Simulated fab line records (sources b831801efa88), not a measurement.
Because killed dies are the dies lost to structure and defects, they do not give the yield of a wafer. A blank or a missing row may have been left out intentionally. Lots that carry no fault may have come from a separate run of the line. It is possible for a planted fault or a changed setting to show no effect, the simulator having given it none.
Split-lot experiment || flow gf180mcu || on a route of 602 steps: 5 lots, 23 wafers read

ABOUT THE SPLIT
At GF_VT_IMPLANT_COAT_24 (resist thk 1000 nm), the setting spinRpm was moved away from the recipe's 3000 rpm on 7 of the 23 wafers read, by +3.4% to +6.9%. All remaining wafers had this setting at the recipe value.

The split's own step is where the reading is taken.

THE READING
NOVOLAK_of_VT_IMPLANT_COAT_24.thkNm (the simulator's own value, which no gauge read), in nm, at GF_VT_IMPLANT_COAT_24 (resist thk 1000 nm). The file gives no usual value for it. The 16 wafers here that ran the recipe average 1000.8 nm, standard deviation 1.9 nm.

{"wafer": "L075.1", "tool, chamber at the split": "lithoTrack-03, 0", "spinRpm as run, rpm": 3000, "against the recipe": "recipe", "NOVOLAK_of_VT_IMPLANT_COAT_24.thkNm, nm": 997.8, "against lot-mates on the recipe": "-"}
{"wafer": "L075.4", "tool, chamber at the split": "lithoTrack-03, 0", "spinRpm as run, rpm": 3000, "against the recipe": "recipe", "NOVOLAK_of_VT_IMPLANT_COAT_24.thkNm, nm": 999.8, "against lot-mates on the recipe": "-"}
{"wafer": "L075.6", "tool, chamber at the split": "lithoTrack-03, 0", "spinRpm as run, rpm": 3000, "against the recipe": "recipe", "NOVOLAK_of_VT_IMPLANT_COAT_24.thkNm, nm": 998.4, "against lot-mates on the recipe": "-"}
{"wafer": "L077.1", "tool, chamber at the split": "lithoTrack-03, 0", "spinRpm as run, rpm": 3000, "against the recipe": "recipe", "NOVOLAK_of_VT_IMPLANT_COAT_24.thkNm, nm": 998.8, "against lot-mates on the recipe": "-"}
{"wafer": "L077.2", "tool, chamber at the split": "lithoTrack-03, 0", "spinRpm as run, rpm": 3000, "against the recipe": "recipe", "NOVOLAK_of_VT_IMPLANT_COAT_24.thkNm, nm": 999.6, "against lot-mates on the recipe": "-"}
{"wafer": "L077.3", "tool, chamber at the split": "lithoTrack-03, 0", "spinRpm as run, rpm": 3000, "against the recipe": "recipe", "NOVOLAK_of_VT_IMPLANT_COAT_24.thkNm, nm": 999.3, "against lot-mates on the recipe": "-"}
{"wafer": "L077.5", "tool, chamber at the split": "lithoTrack-03, 0", "spinRpm as run, rpm": 3000, "against the recipe": "recipe", "NOVOLAK_of_VT_IMPLANT_COAT_24.thkNm, nm": 1001, "against lot-mates on the recipe": "-"}
{"wafer": "L077.6", "tool, chamber at the split": "lithoTrack-03, 0", "spinRpm as run, rpm": 3000, "against the recipe": "recipe", "NOVOLAK_of_VT_IMPLANT_COAT_24.thkNm, nm": 1003, "against lot-mates on the recipe": "-"}
{"wafer": "L078.1", "tool, chamber at the split": "lithoTrack-02, 0", "spinRpm as run, rpm": 3154, "against the recipe": "+5.1%", "NOVOLAK_of_VT_IMPLANT_COAT_24.thkNm, nm": 972.2, "against lot-mates on the recipe": -28.1}
{"wafer": "L078.2", "tool, chamber at the split": "lithoTrack-02, 0", "spinRpm as run, rpm": 3000, "against the recipe": "recipe", "NOVOLAK_of_VT_IMPLANT_COAT_24.thkNm, nm": 1001, "against lot-mates on the recipe": "-"}
{"wafer": "L078.3", "tool, chamber at the split": "lithoTrack-02, 0", "spinRpm as run, rpm": 3000, "against the recipe": "recipe", "NOVOLAK_of_VT_IMPLANT_COAT_24.thkNm, nm": 999.6, "against lot-mates on the recipe": "-"}
{"wafer": "L078.4", "tool, chamber at the split": "lithoTrack-02, 0", "spinRpm as run, rpm": 3154, "against the recipe": "+5.1%", "NOVOLAK_of_VT_IMPLANT_COAT_24.thkNm, nm": 977.1, "against lot-mates on the recipe": -23.2}
{"wafer": "L078.6", "tool, chamber at the split": "lithoTrack-02, 0", "spinRpm as run, rpm": 3154, "against the recipe": "+5.1%", "NOVOLAK_of_VT_IMPLANT_COAT_24.thkNm, nm": 975.7, "against lot-mates on the recipe": -24.6}
{"wafer": "L079.1", "tool, chamber at the split": "lithoTrack-03, 0", "spinRpm as run, rpm": 3000, "against the recipe": "recipe", "NOVOLAK_of_VT_IMPLANT_COAT_24.thkNm, nm": 1003, "against lot-mates on the recipe": "-"}
{"wafer": "L079.2", "tool, chamber at the split": "lithoTrack-03, 0", "spinRpm as run, rpm": 3000, "against the recipe": "recipe", "NOVOLAK_of_VT_IMPLANT_COAT_24.thkNm, nm": 1002, "against lot-mates on the recipe": "-"}
{"wafer": "L079.3", "tool, chamber at the split": "lithoTrack-03, 0", "spinRpm as run, rpm": 3000, "against the recipe": "recipe", "NOVOLAK_of_VT_IMPLANT_COAT_24.thkNm, nm": 1000, "against lot-mates on the recipe": "-"}
{"wafer": "L079.4", "tool, chamber at the split": "lithoTrack-03, 0", "spinRpm as run, rpm": 3101, "against the recipe": "+3.4%", "NOVOLAK_of_VT_IMPLANT_COAT_24.thkNm, nm": 985.9, "against lot-mates on the recipe": -15.8}
{"wafer": "L079.5", "tool, chamber at the split": "lithoTrack-03, 0", "spinRpm as run, rpm": 3101, "against the recipe": "+3.4%", "NOVOLAK_of_VT_IMPLANT_COAT_24.thkNm, nm": 987.1, "against lot-mates on the recipe": -14.6}
{"wafer": "L083.2", "tool, chamber at the split": "lithoTrack-03, 0", "spinRpm as run, rpm": 3000, "against the recipe": "recipe", "NOVOLAK_of_VT_IMPLANT_COAT_24.thkNm, nm": 1005, "against lot-mates on the recipe": "-"}
{"wafer": "L083.3", "tool, chamber at the split": "lithoTrack-03, 0", "spinRpm as run, rpm": 3000, "against the recipe": "recipe", "NOVOLAK_of_VT_IMPLANT_COAT_24.thkNm, nm": 1002, "against lot-mates on the recipe": "-"}
{"wafer": "L083.5", "tool, chamber at the split": "lithoTrack-03, 0", "spinRpm as run, rpm": 3000, "against the recipe": "recipe", "NOVOLAK_of_VT_IMPLANT_COAT_24.thkNm, nm": 1002, "against lot-mates on the recipe": "-"}
{"wafer": "L083.4", "tool, chamber at the split": "lithoTrack-03, 0", "spinRpm as run, rpm": 3207, "against the recipe": "+6.9%", "NOVOLAK_of_VT_IMPLANT_COAT_24.thkNm, nm": 970.2, "against lot-mates on the recipe": -32.8}
{"wafer": "L083.6", "tool, chamber at the split": "lithoTrack-03, 0", "spinRpm as run, rpm": 3207, "against the recipe": "+6.9%", "NOVOLAK_of_VT_IMPLANT_COAT_24.thkNm, nm": 969.7, "against lot-mates on the recipe": -33.3}

FIT RESULTS
A straight line over all 23 wafers: NOVOLAK_of_VT_IMPLANT_COAT_24.thkNm changes by -4.66 nm for each +1% of spinRpm; r = -0.99; the points scatter about the line by 2.1 nm.
The same after taking each lot's own level away (the mean of its wafers on the recipe; 23 wafers): -4.82 nm for each +1%; r = -0.99; scatter 1.4 nm.
The reading moves by 33 nm for the largest change in spinRpm, on that fit.
Measured against the standard deviation above, the lots' own levels, which go from 998.67 to 1003.00 nm, span 2.3 times it.
Hence the lot-to-lot level has little effect on the slope; both slopes agree.
Check: with one of the wafers moved furthest among these (+6.9%) left out of the fit, the line predicts -33.4 nm for it against its lot-mates. It came out at -32.8 nm against them.

ADDITIONAL SPLITS CARRIED BY THESE WAFERS
Before the reading, these wafers also passed through other splits. Each is held against what the fit with the lots' levels taken away leaves over:
{"other split on the same wafers": "GF_STI_CVD_03 tempC", "wafers away from the commonest value": 15, "r with NOVOLAK_of_VT_IMPLANT_COAT_24.thkNm (lot level and that fit taken away)": "+0.00"}
{"other split on the same wafers": "GF_STI_ETCH_13 biasW", "wafers away from the commonest value": 8, "r with NOVOLAK_of_VT_IMPLANT_COAT_24.thkNm (lot level and that fit taken away)": -0.06}
{"other split on the same wafers": "GF_NWELL_EXPOSE_04 doseMj", "wafers away from the commonest value": 5, "r with NOVOLAK_of_VT_IMPLANT_COAT_24.thkNm (lot level and that fit taken away)": -0.28}
{"other split on the same wafers": "GF_NWELL_IMPLANT_08 energyKev", "wafers away from the commonest value": 6, "r with NOVOLAK_of_VT_IMPLANT_COAT_24.thkNm (lot level and that fit taken away)": -0.20}
{"other split on the same wafers": "GF_LVPWELL_COAT_02 resistThkNm", "wafers away from the commonest value": 5, "r with NOVOLAK_of_VT_IMPLANT_COAT_24.thkNm (lot level and that fit taken away)": -0.04}
{"other split on the same wafers": "GF_MVPSD_STRIP_10 pressureMtorr", "wafers away from the commonest value": 10, "r with NOVOLAK_of_VT_IMPLANT_COAT_24.thkNm (lot level and that fit taken away)": -0.12}
{"other split on the same wafers": "GF_VT_IMPLANT_COAT_13 resistThkNm", "wafers away from the commonest value": 10, "r with NOVOLAK_of_VT_IMPLANT_COAT_24.thkNm (lot level and that fit taken away)": -0.17}

THE WHOLE CHAIN: every reading that the file lists as answering this split, in the file's order
{"step": "GF_VT_IMPLANT_COAT_24", "what it does": "resist thk 1000 nm", "reading": "NOVOLAK_of_VT_IMPLANT_COAT_24.thkNm (the simulator's own value, which no gauge read)", "change (the file's fit)": "-4.78 nm for each +1% of the setting", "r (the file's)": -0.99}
{"step": "GF_VT_IMPLANT_STRIP_31", "what it does": "strips in O2/N2", "reading": "stripTimeToEndpointS", "change (the file's fit)": "withheld for each +1% of the setting", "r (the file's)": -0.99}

FILE'S OWN FIT
NOVOLAK_of_VT_IMPLANT_COAT_24.thkNm changes by -4.78 nm for each +1% of spinRpm, r = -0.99.
